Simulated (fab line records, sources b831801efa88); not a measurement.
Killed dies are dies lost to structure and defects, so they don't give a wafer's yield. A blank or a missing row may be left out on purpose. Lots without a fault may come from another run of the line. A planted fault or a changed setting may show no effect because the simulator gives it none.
A struck lot beside a sound one | flow sky130 | 14 steps out of a route of 708
Sound: wafers L374.1, L374.4, L374.5. Struck: wafers L387.1, L387.4, L387.5. The cause comes at the end.
At each step with rows: each side's tool, then ch and its chambers, then its first start. Under that, the readings that differ: sound wafers | struck wafers | difference of the means | sigmas: that difference in standard deviations of wafers without a fault.
alike: readings whose means differ by less than 2 such deviations, and words and numbers that are the same on both sides. not compared: withheld readings, readings that some wafer has no value for, bounds like >300 that may hide the same value, and numbers for which the record gives no deviation and whose values overlap.
The two part at a step that has a row with sigmas, a row that says differs or no value, or rows on one side only. Numbers that don't overlap but have no deviation are shown without sigmas and don't part them. A reading that every wafer of one side lacks parts them only if that side has two wafers or more.

SKY_NWELL_RS_MEAS_29: measures by four-point-probe.
  sound on film_metro-02, day 7 23:58; struck on film_metro-02, day 11 04:04
  alike: NWELL_RS
SKY_NWELL_RS_MEAS_31: measures by four-point-probe.
  sound on film_metro-02, day 8 00:12; struck on film_metro-02, day 11 04:18
  alike: PWDE_RS
then, 7 steps without rows for these wafers: SKY_VT_ADJUST_HVTP_DEHYDRATE_00 (time 60 s); SKY_VT_ADJUST_HVTP_HMDS_01 (prime time 60 s); SKY_VT_ADJUST_HVTP_COAT_02 (resist thk 1140 nm); SKY_VT_ADJUST_HVTP_SOFTBAKE_03 (time 60 s); SKY_VT_ADJUST_HVTP_EXPOSE_04 (exposes mask HVTPM, target cd 380 nm); SKY_VT_ADJUST_HVTP_PEB_05; SKY_VT_ADJUST_HVTP_DEVELOP_06 (develop time 60 s).
SKY_VT_ADJUST_HVTP_CD_MEAS_07: target cd 380 nm.
  sound on cd_sem-02, day 8 20:22; struck on cd_sem-02, day 12 04:10
  reading    | sound             | struck            | difference | sigmas
  cd_nm (nm) | 384.1 384.7 384.2 | 378.6 380.0 377.6 | -5.6       | -2
SKY_VT_ADJUST_HVTP_OVL_MEAS_08:
  sound on overlay-01, day 8 20:29; struck on overlay-01, day 12 04:17
  alike: VT_ADJUST_HVTP_OVL
SKY_VT_ADJUST_HVTP_IMPLANT_09:
  sound on implanter-01 ch 0, day 8 20:31; struck on implanter-03 ch 0, day 12 04:19
  reading                   | sound                | struck               | difference | sigmas
  beam_energy_keV           | 149.94 149.94 149.89 | 164.25 164.30 164.26 | +14.35     | +99 or more
  model.implant.rp_nm (nm)  | 85.57 85.57 85.57    | 89.07 89.07 89.07    | +3.50      |
  model.implant.drp_nm (nm) | 33.4 33.4 33.4       | 36.01 36.01 36.01    | +2.61      |
  alike: beam_on_s, faraday_current_uA
SKY_VT_ADJUST_HVTP_STRIP_10: strips in O2/N2.
  sound on plasma_asher-01 ch 0, day 8 20:40; struck on plasma_asher-02 ch 0, day 12 04:28
  alike: drypump_motor_current_A, oes_product_au, strip_time_to_endpoint_s
  not compared: rf_hours_counter_h
-- the record jumps here: 39 days lie between the struck wafers' starts before and after (it left off in module VT_ADJUST_HVTP and takes up again in module PAD_OPEN, whose first step shown is number 708 of the route) --
SKY_PAD_OPEN_PROBE_99:
  sound on prober-01, day 48 16:37; struck on prober-02, day 50 22:32
  reading                                  | sound                | struck               | difference | sigmas
  model.etest.tip_p.rs_ohm_sq              | 6742 6720 6759       | 6592 6628 6564       | -146       |
  model.etest.pfet_01v8.r_on_ohm_um        | 2776 2786 2797       | 2705 2774 2754       | -42        |
  model.etest.pfet_01v8.drive_ua_um        | 203.5 202.8 202.9    | 212 207.7 207.5      | +6         |
  model.etest.pfet_01v8_mvt.drive_ua_um    | 159.1 158.7 157.7    | 166.5 162.1 163.7    | +5.6       |
  model.etest.pfet_01v8_hvt.drive_ua_um    | 152.5 153.1 149.9    | 158 153.7 154.5      | +4         |
  model.etest.pfet_01v8_mvt.off_log10_a_um | -10.11 -10.12 -10.09 | -9.574 -9.556 -9.704 | +0.495     |
  model.etest.pfet_01v8.off_log10_a_um     | -9.16 -9.049 -9.043  | -8.662 -8.723 -8.757 | +0.370     |
  alike: killed_at_M0_to_M3, killed_at_M4_up, killed_at_contacts, killed_at_front_end, killed_at_other, killed_dies, killed_open, killed_short
  not compared: model.etest.sram_pfet_latch.drive_ua_um

WHERE THEY PART
First at SKY_VT_ADJUST_HVTP_CD_MEAS_07; last, within this record, at SKY_VT_ADJUST_HVTP_IMPLANT_09. Later steps at which nothing parts them and some readings are alike: SKY_VT_ADJUST_HVTP_STRIP_10, SKY_PAD_OPEN_PROBE_99.

WHY: what the simulator had put in
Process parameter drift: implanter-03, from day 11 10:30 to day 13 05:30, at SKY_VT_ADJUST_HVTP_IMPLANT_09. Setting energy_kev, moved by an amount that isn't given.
